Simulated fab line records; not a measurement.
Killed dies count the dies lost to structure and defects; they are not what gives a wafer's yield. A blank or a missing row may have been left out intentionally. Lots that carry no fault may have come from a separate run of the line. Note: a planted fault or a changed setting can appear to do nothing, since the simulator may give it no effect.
A lot that was struck, set against a sound lot / flow sky130 / 24 out of 708 route steps
Sound: the wafers L591.2, L591.4, L591.5. Struck: wafers L598.2, L598.3, L598.4. At the end, the cause is stated.
Order at every step that has rows: each side's tool, ch and its chambers, its first start. Under that, the readings that differ: sound wafers / struck wafers / difference of the means / sigmas: that difference in standard deviations of wafers without a fault.
alike: a reading whose means differ by less than 2 such deviations, as well as words and numbers matching on both sides. not compared: withheld readings; readings where some wafer has no value; bounds like >300 that might hide an equal value; numbers whose values overlap and for which the record gives no deviation.
A row with sigmas, a row that says differs or no value, or rows on one side alone: a step with any of these is where the two part. Numbers that don't overlap but have no deviation are shown without sigmas and don't part them. A reading that every wafer of one side lacks parts them only if that side has two wafers or more.

SKY_METAL3_METAL_ETCH_18: etches the open film in Cl2/BCl3, stops on SiO2, target depth 845 nm, time 183.1 s.
  sound on rie_metal-04 ch 0,1, day 41 09:32; struck on rie_metal-04 ch 0,1, day 43 01:08
  alike: bias_w, chamber_pressure_mTorr, drypump_motor_current_A, oes_product_au, throttle_valve_pct
  not compared: rf_hours_counter_h
SKY_METAL3_STRIP_19: strips in O2/N2.
  sound on plasma_asher-02 ch 0,1, day 41 09:43; struck on plasma_asher-02 ch 0,1, day 43 01:19
  alike: chamber_pressure_mTorr, drypump_motor_current_A, n2_flow_sccm, oes_product_au, strip_time_to_endpoint_s
  not compared: rf_hours_counter_h
then, 4 steps without rows for these wafers: SKY_METAL3_STRIP_20 (strips in post etch residue remover, time 1200 s); SKY_METAL3_CLEAN_21 (cleans in IPA, time 180 s); SKY_METAL3_CLEAN_22 (cleans in O3/DIW); SKY_VIA3_HDPCVD_00 (deposits SiO2, target thk 1635 nm, time 272.5 s).
SKY_VIA3_THK_MEAS_01:
  sound: film_metro-01 at day 41 10:31; struck: film_metro-01 at day 43 02:26
  alike: VIA3_HDPCVD_THK
SKY_VIA3_CMP_02: polishes SiO2.
  sound on cmp-01 ch 0,3, day 41 10:34; struck on cmp-02 ch 0,2,3, day 43 02:39
  alike: motor_current_A
SKY_VIA3_BOW_MEAS_03:
  sound: film_metro-04 at day 41 10:53; struck: film_metro-04 at day 43 02:58
  alike: VIA3_BOW
then, 3 steps without rows for these wafers: SKY_VIA3_DEHYDRATE_04 (time 60 s); SKY_VIA3_HMDS_05 (prime time 60 s); SKY_VIA3_COAT_06 (resist thk 60 nm).
SKY_VIA3_COAT_07: resist thk 450 nm.
  sound on litho_track-04 ch 0, day 41 23:00; struck on litho_track-04 ch 0, day 43 13:00
reading=spin_speed_rpm (rpm); sound=3001.3 3003.2 3001.6; struck=3332.5 3329.8 3327.2; difference=+327.8; sigmas=+99 or more
reading=model.KrF-thick_of_VIA3_COAT_07.thk_nm (nm); sound=451.2 452.1 451.5; struck=426.9 429 427.1; difference=-23.9; sigmas=
then, 4 steps without rows for these wafers: SKY_VIA3_SOFTBAKE_08 (time 90 s); SKY_VIA3_EXPOSE_09 (exposes mask VIM3, target cd 200 nm); SKY_VIA3_PEB_10; SKY_VIA3_DEVELOP_11 (develop time 60 s).
SKY_VIA3_CD_MEAS_12: the cd target is 200 nm.
  sound: cd_sem-02 at day 42 11:07; struck: cd_sem-01 at day 44 01:43
reading=cd_nm (nm); sound=197.8 198.5 199.0; struck=202.5 201.5 201.5; difference=+3.4; sigmas=+2
SKY_VIA3_OVL_MEAS_13:
  sound: overlay-01 at day 42 11:13; struck: overlay-02 at day 44 01:49
  alike: VIA3_OVL
SKY_VIA3_ETCH_14: etches BARC in N2/H2, stops on SiO2, time 45.9 s, target depth 60 nm.
  sound on rie_diel-01 ch 0,1, day 42 11:15; struck on rie_diel-03 ch 0,2,3, day 44 01:51
reading=n2_flow_sccm (sccm); sound=100.12 100.39 100.19; struck=99.46 99.66 99.62; difference=-0.65; sigmas=-3
  alike: bias_w, chamber_pressure_mTorr, drypump_motor_current_A, oes_product_au, throttle_valve_pct
  not compared: rf_hours_counter_h
SKY_VIA3_ETCH_15: etches SiO2 in C4F8/O2/Ar, stops on TiN, target depth 507 nm, time 78 s.
  sound on rie_diel-01 ch 0,1, day 42 11:17; struck on rie_diel-03 ch 0,2,3, day 44 01:53
reading=model.KrF-thick_of_VIA3_COAT_07.thk_nm (nm); sound=291.8 292.5 291.1; struck=267.4 268.3 267.3; difference=-24.1; sigmas=
  alike: bias_w, chamber_pressure_mTorr, oes_product_au
  not compared: rf_hours_counter_h
SKY_VIA3_STRIP_16: strips in O2/N2.
  sound on plasma_asher-02 ch 1, day 42 11:21; struck on plasma_asher-02 ch 0,1, day 44 01:57
reading=strip_time_to_endpoint_s (s); sound=4.133 4.142 4.130; struck=3.878 3.894 3.875; difference=-0.253; sigmas=-13
  alike: chamber_pressure_mTorr, drypump_motor_current_A, n2_flow_sccm, oes_product_au
  not compared: rf_hours_counter_h
then, 1 step without rows for these wafers: SKY_VIA3_STRIP_17 (strips in post etch residue remover, time 1200 s).
-- the record jumps here: 5 days lie between the struck wafers' starts before and after (it left off in module VIA3 and takes up again in module PAD_OPEN, whose first step shown is number 708 of the route) --
SKY_PAD_OPEN_PROBE_99:
  record: rows for the struck wafers here (prober-01, day 49 09:48), none for the sound ones

== WHERE THEY PART ==
At SKY_VIA3_COAT_07 first; at SKY_PAD_OPEN_PROBE_99 last (within this record only).

WHY: what had been put in by the simulator
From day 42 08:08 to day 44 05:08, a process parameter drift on litho_track-04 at SKY_VIA3_COAT_07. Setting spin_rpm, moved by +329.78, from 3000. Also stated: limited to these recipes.
